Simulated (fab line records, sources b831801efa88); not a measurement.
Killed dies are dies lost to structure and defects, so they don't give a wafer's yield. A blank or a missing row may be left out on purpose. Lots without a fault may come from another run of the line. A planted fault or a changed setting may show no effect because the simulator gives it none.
A struck lot beside a sound one | flow gf180mcu | 15 steps out of a route of 602
Sound: wafers L195.2, L195.5, L195.6. Struck: wafer L207.2. (L207.1, L207.5 of the same lot were not struck and are left out.) The cause comes at the end.
At each step with rows: each side's tool, then ch and its chambers, then its first start. Under that, the readings that differ: sound wafers | struck wafers | difference of the means | sigmas: that difference in standard deviations of wafers without a fault.
alike: readings whose means differ by less than 2 such deviations, and words and numbers that are the same on both sides. not compared: withheld readings, readings that some wafer has no value for, bounds like >300 that may hide the same value, and numbers for which the record gives no deviation and whose values overlap.
The two part at a step that has a row with sigmas, a row that says differs or no value, or rows on one side only. Numbers that don't overlap but have no deviation are shown without sigmas and don't part them. A reading that every wafer of one side lacks parts them only if that side has two wafers or more.

GF_V4_ETCH_16: etches BARC in N2/H2.
  sound on rie_diel-02 ch 0,1,3, day 26 02:08; struck on rie_diel-04 ch 2, day 30 00:43
  reading                     | sound       | struck | difference | sigmas
  drypump_motor_current_A (A) | 5.5 6.7 6.3 | 4.9    | -1.3       | -3
  alike: oes_product_au, throttle_valve_pct
then, 1 step without rows for these wafers: GF_V4_ETCH_17 (etches SiO2 in C4F8/O2/Ar, stops on TiN, target depth 630 nm).
GF_V4_STRIP_18: strips in O2/N2.
  sound on plasma_asher-02 ch 0,1, day 26 02:16; struck on plasma_asher-04 ch 0, day 30 00:50
  alike: drypump_motor_current_A, heater_power_w, oes_product_au
  not compared: rf_hours_counter_h
then, 2 steps without rows for these wafers: GF_V4_STRIP_19 (strips in post etch residue remover, time 1200 s); GF_V4_CLEAN_20 (cleans in DIW).
GF_V4_SPUTTER_21: material Ti, target thk 15 nm, time 80.02 s.
  sound on pvd_sputter-01, day 26 02:47; struck on pvd_sputter-02, day 30 01:23
  alike: throttle_valve_pct
GF_V4_SPUTTER_22: material TiN, target thk 10 nm, time 40 s.
  sound on pvd_sputter-01, day 26 02:51; struck on pvd_sputter-02, day 30 01:26
  alike: throttle_valve_pct
GF_V4_CVD_23: deposits W, target thk 350 nm, time 104.9 s.
  sound on cvd_w-01 ch 0,1, day 26 02:53; struck on cvd_w-02 ch 0, day 30 01:29
  alike: heater_power_w
GF_V4_RS_MEAS_24: measures by four-point-probe.
  sound on film_metro-02, day 26 03:01; struck on film_metro-02, day 30 01:35
  alike: V4_W_RS
GF_V4_THK_MEAS_25: measures by xrf.
  sound on film_metro-02, day 26 03:08; struck on film_metro-02, day 30 01:43
  reading       | sound       | struck | difference | sigmas
  V4_W_THK (nm) | 347 349 345 | 359    | +12        | +3
then, 2 steps without rows for these wafers: GF_V4_CMP_26 (polishes, stops on SiO2, t overpolish 15 s, target thk 0 nm); GF_MIM_SPUTTER_00 (material Ti, target thk 37.5 nm, time 150 s).
GF_MIM_SPUTTER_01: material TiN, target thk 30 nm, time 25 s.
  sound on pvd_sputter-02, day 26 03:35; struck on pvd_sputter-03, day 30 02:10
  reading                                 | sound             | struck | difference | sigmas
  model.TiN_of_MIM_SPUTTER_01.thk_nm (nm) | 29.93 29.99 30.09 | 28.41  | -1.59      |
  alike: throttle_valve_pct
then, 1 step without rows for these wafers: GF_MIM_SPUTTER_02 (material AlCu, target thk 450 nm, time 23.9 s).
GF_PASSIVATION_PROBE_99:
  the record has rows for the sound wafers here (prober-01, day 30 10:44) and none for the struck ones

WHERE THEY PART
First at GF_V4_ETCH_16; last, within this record, at GF_PASSIVATION_PROBE_99.

WHY: what the simulator had put in
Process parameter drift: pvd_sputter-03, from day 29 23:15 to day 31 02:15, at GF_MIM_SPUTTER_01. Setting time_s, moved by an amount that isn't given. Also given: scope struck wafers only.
